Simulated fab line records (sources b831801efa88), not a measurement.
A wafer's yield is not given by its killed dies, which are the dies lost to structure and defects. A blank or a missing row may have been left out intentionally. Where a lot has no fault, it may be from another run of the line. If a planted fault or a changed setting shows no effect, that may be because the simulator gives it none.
The tool behind it: which one? || flow gf180mcu || 14 lots with 42 wafers sampled at 5 steps, on a route of 602 steps

## WHAT THE GAUGES SHOWED, per wafer
GF_V3_THK_MEAS_03.
{"lot": "L200", "measured": "day 21 06:48", "on": "film metro-02", "V3_CVD_02_THK (nm)": "839 849 852"}
{"lot": "L201", "measured": "day 21 17:56", "on": "film metro-04", "V3_CVD_02_THK (nm)": "853 858 861"}
{"lot": "L202", "measured": "day 21 21:35", "on": "film metro-04", "V3_CVD_02_THK (nm)": "851 843 861"}
{"lot": "L204", "measured": "day 23 02:20", "on": "film metro-02", "V3_CVD_02_THK (nm)": "848 846 854"}
{"lot": "L205", "measured": "day 23 02:37", "on": "film metro-04", "V3_CVD_02_THK (nm)": "838 844 859"}
{"lot": "L213", "measured": "day 25 23:05", "on": "film metro-04", "V3_CVD_02_THK (nm)": "843 846 857"}
{"lot": "L214", "measured": "day 26 07:50", "on": "film metro-04", "V3_CVD_02_THK (nm)": "853 848 861"}
{"lot": "L215", "measured": "day 26 17:21", "on": "film metro-04", "V3_CVD_02_THK (nm)": "850 850 841"}
{"lot": "L217", "measured": "day 27 06:18", "on": "film metro-02", "V3_CVD_02_THK (nm)": "850 872 868"}
{"lot": "L218", "measured": "day 27 13:41", "on": "film metro-02", "V3_CVD_02_THK (nm)": "831 839 831"}
{"lot": "L222", "measured": "day 28 13:21", "on": "film metro-04", "V3_CVD_02_THK (nm)": "829 844 835"}
{"lot": "L223", "measured": "day 28 19:52", "on": "film metro-02", "V3_CVD_02_THK (nm)": "848 857 859"}

## WHICH TOOL RAN EACH LOT (tool, then ch and the chambers of the sampled wafers, then the start)
{"lot": "L200", "GF_V2_ETCH_17": "rie diel-03 ch 0,1,3, day 20 04:44 or earlier", "GF_M3_SPUTTER_01": "pvd sputter-01, day 20 04:44", "GF_M3_METAL_ETCH_16": "rie metal-04 ch 0,1, day 21 05:58", "GF_M3_STRIP_17": "plasma asher-04 ch 0,1, day 21 06:04"}
{"lot": "L201", "GF_V2_ETCH_17": "rie diel-03 ch 0,1,3, day 20 16:24 or earlier", "GF_M3_SPUTTER_01": "pvd sputter-01, day 20 16:24", "GF_M3_METAL_ETCH_16": "rie metal-01 ch 0, day 21 17:02", "GF_M3_STRIP_17": "plasma asher-03 ch 0,1, day 21 17:09"}
{"lot": "L202", "GF_V2_ETCH_17": "rie diel-03 ch 0,2,3, day 20 20:22 or earlier", "GF_M3_SPUTTER_01": "pvd sputter-02, day 20 20:22", "GF_M3_METAL_ETCH_16": "rie metal-02 ch 0,1, day 21 20:44", "GF_M3_STRIP_17": "plasma asher-04 ch 0,1, day 21 20:50"}
{"lot": "L204", "GF_V2_ETCH_17": "rie diel-03 ch 0,1,3, day 22 01:46 or earlier", "GF_M3_SPUTTER_01": "pvd sputter-03, day 22 01:46", "GF_M3_METAL_ETCH_16": "rie metal-02 ch 0,1, day 23 01:29", "GF_M3_STRIP_17": "plasma asher-03 ch 0,1, day 23 01:35"}
{"lot": "L205", "GF_V2_ETCH_17": "rie diel-04 ch 2,3, day 22 02:22 or earlier", "GF_M3_SPUTTER_01": "pvd sputter-01, day 22 02:22", "GF_M3_METAL_ETCH_16": "rie metal-01 ch 0, day 23 01:46", "GF_M3_STRIP_17": "plasma asher-02 ch 0,1, day 23 01:53"}
{"lot": "L211", "GF_V2_ETCH_17": "rie diel-02 ch 0,1, day 24 16:43 or earlier", "GF_M3_SPUTTER_01": "pvd sputter-03, day 24 16:43", "GF_M3_METAL_ETCH_16": "rie metal-01 ch 0,1, day 25 14:47", "GF_M3_STRIP_17": "plasma asher-02 ch 0,1, day 25 14:54"}
{"lot": "L212", "GF_V2_ETCH_17": "rie diel-03 ch 0,1,3, day 24 17:44 or earlier", "GF_M3_SPUTTER_01": "pvd sputter-01, day 24 17:44", "GF_M3_METAL_ETCH_16": "rie metal-04 ch 1, day 25 16:05", "GF_M3_STRIP_17": "plasma asher-04 ch 0,1, day 25 16:18"}
{"lot": "L213", "GF_V2_ETCH_17": "rie diel-04 ch 1,2,3, day 25 00:34 or earlier", "GF_M3_SPUTTER_01": "pvd sputter-01, day 25 00:34", "GF_M3_METAL_ETCH_16": "rie metal-02 ch 0,1, day 25 22:16", "GF_M3_STRIP_17": "plasma asher-04 ch 0,1, day 25 22:22"}
{"lot": "L214", "GF_V2_ETCH_17": "rie diel-03 ch 1,2, day 25 09:47 or earlier", "GF_M3_SPUTTER_01": "pvd sputter-02, day 25 09:47", "GF_M3_METAL_ETCH_16": "rie metal-01 ch 1, day 26 06:59", "GF_M3_STRIP_17": "plasma asher-04 ch 0,1, day 26 07:06"}
{"lot": "L215", "GF_V2_ETCH_17": "rie diel-03 ch 1,2, day 25 19:44 or earlier", "GF_M3_SPUTTER_01": "pvd sputter-02, day 25 19:44", "GF_M3_METAL_ETCH_16": "rie metal-02 ch 0,1, day 26 16:29", "GF_M3_STRIP_17": "plasma asher-04 ch 0,1, day 26 16:36"}
{"lot": "L217", "GF_V2_ETCH_17": "rie diel-04 ch 1,2,3, day 26 08:37 or earlier", "GF_M3_SPUTTER_01": "pvd sputter-01, day 26 08:37", "GF_M3_METAL_ETCH_16": "rie metal-01 ch 0,1, day 27 05:23", "GF_M3_STRIP_17": "plasma asher-03 ch 0,1, day 27 05:30"}
{"lot": "L218", "GF_V2_ETCH_17": "rie diel-04 ch 1,2,3, day 26 16:37 or earlier", "GF_M3_SPUTTER_01": "pvd sputter-03, day 26 16:37", "GF_M3_METAL_ETCH_16": "rie metal-04 ch 0,1, day 27 12:44", "GF_M3_STRIP_17": "plasma asher-02 ch 0,1, day 27 12:50"}
{"lot": "L222", "GF_V2_ETCH_17": "rie diel-03 ch 0,1,3, day 27 16:10 or earlier", "GF_M3_SPUTTER_01": "pvd sputter-02, day 27 16:10", "GF_M3_METAL_ETCH_16": "rie metal-01 ch 0,1, day 28 12:28", "GF_M3_STRIP_17": "plasma asher-04 ch 1, day 28 12:35"}
{"lot": "L223", "GF_V2_ETCH_17": "rie diel-04 ch 1,2,3, day 27 23:57 or earlier", "GF_M3_SPUTTER_01": "pvd sputter-02, day 27 23:57", "GF_M3_METAL_ETCH_16": "rie metal-02 ch 0,1, day 28 19:02", "GF_M3_STRIP_17": "plasma asher-02 ch 0,1, day 28 19:08"}
- GF_V2_ETCH_17: etches SiO2 in C4F8/O2/Ar, stops on TiN, target depth 630 nm.
- GF_M3_SPUTTER_01: material TiN, target thk 30 nm, time 25 s.
- GF_M3_METAL_ETCH_16: etches the open film in Cl2/BCl3, stops on SiO2, target depth 627.5 nm, time 104.6 s.
- GF_M3_STRIP_17: strips in O2/N2.

## AS READ BY THE TOOLS THEMSELVES (means over the sampled wafers that have a number; for cases with no such wafer, the mark the record gives instead)
GF_V2_ETCH_17.
{"lot": "L200", "tool": "rie diel-03", "bias w (W)": 1202, "chamber pressure mTorr (mTorr)": 39.99, "oes product au (a.u.)": 0.858}
{"lot": "L201", "tool": "rie diel-03", "bias w (W)": 1198, "chamber pressure mTorr (mTorr)": 40.02, "oes product au (a.u.)": 0.857}
{"lot": "L202", "tool": "rie diel-03", "bias w (W)": 1195, "chamber pressure mTorr (mTorr)": 40.01, "oes product au (a.u.)": 0.858}
{"lot": "L204", "tool": "rie diel-03", "bias w (W)": 1199, "chamber pressure mTorr (mTorr)": 40.04, "oes product au (a.u.)": 0.857}
{"lot": "L205", "tool": "rie diel-04", "bias w (W)": 1202, "chamber pressure mTorr (mTorr)": 40.00, "oes product au (a.u.)": 0.858}
{"lot": "L211", "tool": "rie diel-02", "bias w (W)": 1197, "chamber pressure mTorr (mTorr)": 40.02, "oes product au (a.u.)": 0.855}
{"lot": "L212", "tool": "rie diel-03", "bias w (W)": 1199, "chamber pressure mTorr (mTorr)": 39.99, "oes product au (a.u.)": 0.856}
{"lot": "L213", "tool": "rie diel-04", "bias w (W)": 1198, "chamber pressure mTorr (mTorr)": 40.02, "oes product au (a.u.)": 0.856}
{"lot": "L214", "tool": "rie diel-03", "bias w (W)": 1201, "chamber pressure mTorr (mTorr)": 40.01, "oes product au (a.u.)": 0.858}
{"lot": "L215", "tool": "rie diel-03", "bias w (W)": 1198, "chamber pressure mTorr (mTorr)": 40.02, "oes product au (a.u.)": 0.855}
{"lot": "L217", "tool": "rie diel-04", "bias w (W)": 1204, "chamber pressure mTorr (mTorr)": 40.03, "oes product au (a.u.)": 0.858}
{"lot": "L218", "tool": "rie diel-04", "bias w (W)": 1200, "chamber pressure mTorr (mTorr)": 40.04, "oes product au (a.u.)": 0.857}
{"lot": "L222", "tool": "rie diel-03", "bias w (W)": 1201, "chamber pressure mTorr (mTorr)": 40.01, "oes product au (a.u.)": 0.852}
{"lot": "L223", "tool": "rie diel-04", "bias w (W)": 1202, "chamber pressure mTorr (mTorr)": 40.02, "oes product au (a.u.)": 0.854}

GF_M3_SPUTTER_01.
{"lot": "L200", "tool": "pvd sputter-01", "throttle valve pct (%)": 30.3}
{"lot": "L201", "tool": "pvd sputter-01", "throttle valve pct (%)": 30.1}
{"lot": "L202", "tool": "pvd sputter-02", "throttle valve pct (%)": 29.9}
{"lot": "L204", "tool": "pvd sputter-03", "throttle valve pct (%)": 30.1}
{"lot": "L205", "tool": "pvd sputter-01", "throttle valve pct (%)": 30.5}
{"lot": "L211", "tool": "pvd sputter-03", "throttle valve pct (%)": 30.4}
{"lot": "L212", "tool": "pvd sputter-01", "throttle valve pct (%)": 30.1}
{"lot": "L213", "tool": "pvd sputter-01", "throttle valve pct (%)": 29.9}
{"lot": "L214", "tool": "pvd sputter-02", "throttle valve pct (%)": 29.7}
{"lot": "L215", "tool": "pvd sputter-02", "throttle valve pct (%)": 30.6}
{"lot": "L217", "tool": "pvd sputter-01", "throttle valve pct (%)": 29.3}
{"lot": "L218", "tool": "pvd sputter-03", "throttle valve pct (%)": 30.4}
{"lot": "L222", "tool": "pvd sputter-02", "throttle valve pct (%)": 30.8}
{"lot": "L223", "tool": "pvd sputter-02", "throttle valve pct (%)": 30.4}

GF_M3_METAL_ETCH_16.
{"lot": "L200", "tool": "rie metal-04", "bcl3 flow sccm (sccm)": 39.94, "bias w (W)": 140.3, "drypump motor current A (A)": 6.1, "oes product au (a.u.)": 0.972, "throttle valve pct (%)": 28.240}
{"lot": "L201", "tool": "rie metal-01", "bcl3 flow sccm (sccm)": 39.89, "bias w (W)": 140.1, "drypump motor current A (A)": 6.0, "oes product au (a.u.)": 0.972, "throttle valve pct (%)": 28.246}
{"lot": "L202", "tool": "rie metal-02", "bcl3 flow sccm (sccm)": 40.12, "bias w (W)": 139.9, "drypump motor current A (A)": 5.6, "oes product au (a.u.)": 0.967, "throttle valve pct (%)": 28.250}
{"lot": "L204", "tool": "rie metal-02", "bcl3 flow sccm (sccm)": 40.08, "bias w (W)": 139.7, "drypump motor current A (A)": 5.6, "oes product au (a.u.)": 0.972, "throttle valve pct (%)": 28.257}
{"lot": "L205", "tool": "rie metal-01", "bcl3 flow sccm (sccm)": 40.16, "bias w (W)": 139.7, "drypump motor current A (A)": 6.0, "oes product au (a.u.)": 0.974, "throttle valve pct (%)": 28.247}
{"lot": "L211", "tool": "rie metal-01", "bcl3 flow sccm (sccm)": "-", "bias w (W)": "-", "drypump motor current A (A)": "-", "oes product au (a.u.)": "-", "throttle valve pct (%)": "-"}
{"lot": "L212", "tool": "rie metal-04", "bcl3 flow sccm (sccm)": "-", "bias w (W)": "-", "drypump motor current A (A)": "-", "oes product au (a.u.)": "-", "throttle valve pct (%)": "-"}
{"lot": "L213", "tool": "rie metal-02", "bcl3 flow sccm (sccm)": 39.93, "bias w (W)": 139.7, "drypump motor current A (A)": 5.6, "oes product au (a.u.)": 0.979, "throttle valve pct (%)": 28.247}
{"lot": "L214", "tool": "rie metal-01", "bcl3 flow sccm (sccm)": 39.98, "bias w (W)": 139.9, "drypump motor current A (A)": 5.2, "oes product au (a.u.)": 0.972, "throttle valve pct (%)": 28.244}
{"lot": "L215", "tool": "rie metal-02", "bcl3 flow sccm (sccm)": 40.09, "bias w (W)": 139.9, "drypump motor current A (A)": 5.6, "oes product au (a.u.)": 0.968, "throttle valve pct (%)": 28.260}
{"lot": "L217", "tool": "rie metal-01", "bcl3 flow sccm (sccm)": 39.97, "bias w (W)": 139.7, "drypump motor current A (A)": 5.7, "oes product au (a.u.)": 0.978, "throttle valve pct (%)": 28.245}
{"lot": "L218", "tool": "rie metal-04", "bcl3 flow sccm (sccm)": 40.07, "bias w (W)": 140.2, "drypump motor current A (A)": 6.1, "oes product au (a.u.)": 0.975, "throttle valve pct (%)": 28.255}
{"lot": "L222", "tool": "rie metal-01", "bcl3 flow sccm (sccm)": 39.91, "bias w (W)": 139.7, "drypump motor current A (A)": 5.8, "oes product au (a.u.)": 0.965, "throttle valve pct (%)": 28.256}
{"lot": "L223", "tool": "rie metal-02", "bcl3 flow sccm (sccm)": 40.13, "bias w (W)": 140.4, "drypump motor current A (A)": 5.6, "oes product au (a.u.)": 0.973, "throttle valve pct (%)": 28.260}

GF_M3_STRIP_17.
{"lot": "L200", "tool": "plasma asher-04", "drypump motor current A (A)": 5.5, "heater power w (W)": 314, "o2 flow sccm (sccm)": 2995, "oes product au (a.u.)": 0.558, "strip time to endpoint s (s)": 7.87}
{"lot": "L201", "tool": "plasma asher-03", "drypump motor current A (A)": 5.7, "heater power w (W)": 379, "o2 flow sccm (sccm)": 3007, "oes product au (a.u.)": 0.557, "strip time to endpoint s (s)": 7.83}
{"lot": "L202", "tool": "plasma asher-04", "drypump motor current A (A)": 5.6, "heater power w (W)": 309, "o2 flow sccm (sccm)": 2995, "oes product au (a.u.)": 0.556, "strip time to endpoint s (s)": 7.86}
{"lot": "L204", "tool": "plasma asher-03", "drypump motor current A (A)": 5.6, "heater power w (W)": 335, "o2 flow sccm (sccm)": 2996, "oes product au (a.u.)": 0.559, "strip time to endpoint s (s)": 7.85}
{"lot": "L205", "tool": "plasma asher-02", "drypump motor current A (A)": 5.2, "heater power w (W)": 315, "o2 flow sccm (sccm)": 2994, "oes product au (a.u.)": 0.553, "strip time to endpoint s (s)": 7.87}
{"lot": "L211", "tool": "plasma asher-02", "drypump motor current A (A)": 5.2, "heater power w (W)": 323, "o2 flow sccm (sccm)": 3001, "oes product au (a.u.)": 0.659, "strip time to endpoint s (s)": 10.19}
{"lot": "L212", "tool": "plasma asher-04", "drypump motor current A (A)": 5.5, "heater power w (W)": 308, "o2 flow sccm (sccm)": 2997, "oes product au (a.u.)": 0.658, "strip time to endpoint s (s)": 10.23}
{"lot": "L213", "tool": "plasma asher-04", "drypump motor current A (A)": 5.7, "heater power w (W)": 295, "o2 flow sccm (sccm)": 2994, "oes product au (a.u.)": 0.562, "strip time to endpoint s (s)": 7.89}
{"lot": "L214", "tool": "plasma asher-04", "drypump motor current A (A)": 5.8, "heater power w (W)": 302, "o2 flow sccm (sccm)": 2987, "oes product au (a.u.)": 0.556, "strip time to endpoint s (s)": 7.85}
{"lot": "L215", "tool": "plasma asher-04", "drypump motor current A (A)": 5.5, "heater power w (W)": 308, "o2 flow sccm (sccm)": 3005, "oes product au (a.u.)": 0.558, "strip time to endpoint s (s)": 7.86}
{"lot": "L217", "tool": "plasma asher-03", "drypump motor current A (A)": 5.7, "heater power w (W)": 382, "o2 flow sccm (sccm)": 3000, "oes product au (a.u.)": 0.556, "strip time to endpoint s (s)": 7.83}
{"lot": "L218", "tool": "plasma asher-02", "drypump motor current A (A)": 5.4, "heater power w (W)": 337, "o2 flow sccm (sccm)": 2996, "oes product au (a.u.)": 0.558, "strip time to endpoint s (s)": 7.87}
{"lot": "L222", "tool": "plasma asher-04", "drypump motor current A (A)": 6.1, "heater power w (W)": 283, "o2 flow sccm (sccm)": 2997, "oes product au (a.u.)": 0.556, "strip time to endpoint s (s)": 7.88}
{"lot": "L223", "tool": "plasma asher-02", "drypump motor current A (A)": 5.2, "heater power w (W)": 319, "o2 flow sccm (sccm)": 2992, "oes product au (a.u.)": 0.561, "strip time to endpoint s (s)": 7.96}

## THE ANSWER, worked out from the rows above alone
Rule: the lots themselves supply what counts as usual. Put in order of their means at a reading, lots are off if they are a third of the lots or fewer, leave a main group of 4 or more, and stand apart from it by a gap of 3 or more times the standard deviation of the main group's means; of several such gaps the widest counts. A main group is skipped when, at the precision printed for the reading in the tables above, its means are all equal. Also off: a lot with no number at a reading for which 4 or more lots have one. Where the step has rows for the other lots, those lots are counted as sound. The gauges are gone through in route order, then the tools' own readings, and for those a lot's mean is taken as printed above. The first step at which some lot is off is used, and at that step the reading that is off furthest; a lot without a number counts as furthest.
Off at GF_M3_METAL_ETCH_16 (bcl3 flow sccm): L211, L212. Without a number there: L211, L212. Main group: mean 40.02 sccm, sd 0.091.
If a tool, at that step or one of the process steps before it, ran each lot that is off and ran no sound lot following the first of them, it fits. With no start given for some of its lots, GF_V2_ETCH_17 uses the hours and lot order of GF_M3_SPUTTER_01. Of those tried, none fits.

## WHAT HAD BEEN PUT IN BY THE SIMULATOR
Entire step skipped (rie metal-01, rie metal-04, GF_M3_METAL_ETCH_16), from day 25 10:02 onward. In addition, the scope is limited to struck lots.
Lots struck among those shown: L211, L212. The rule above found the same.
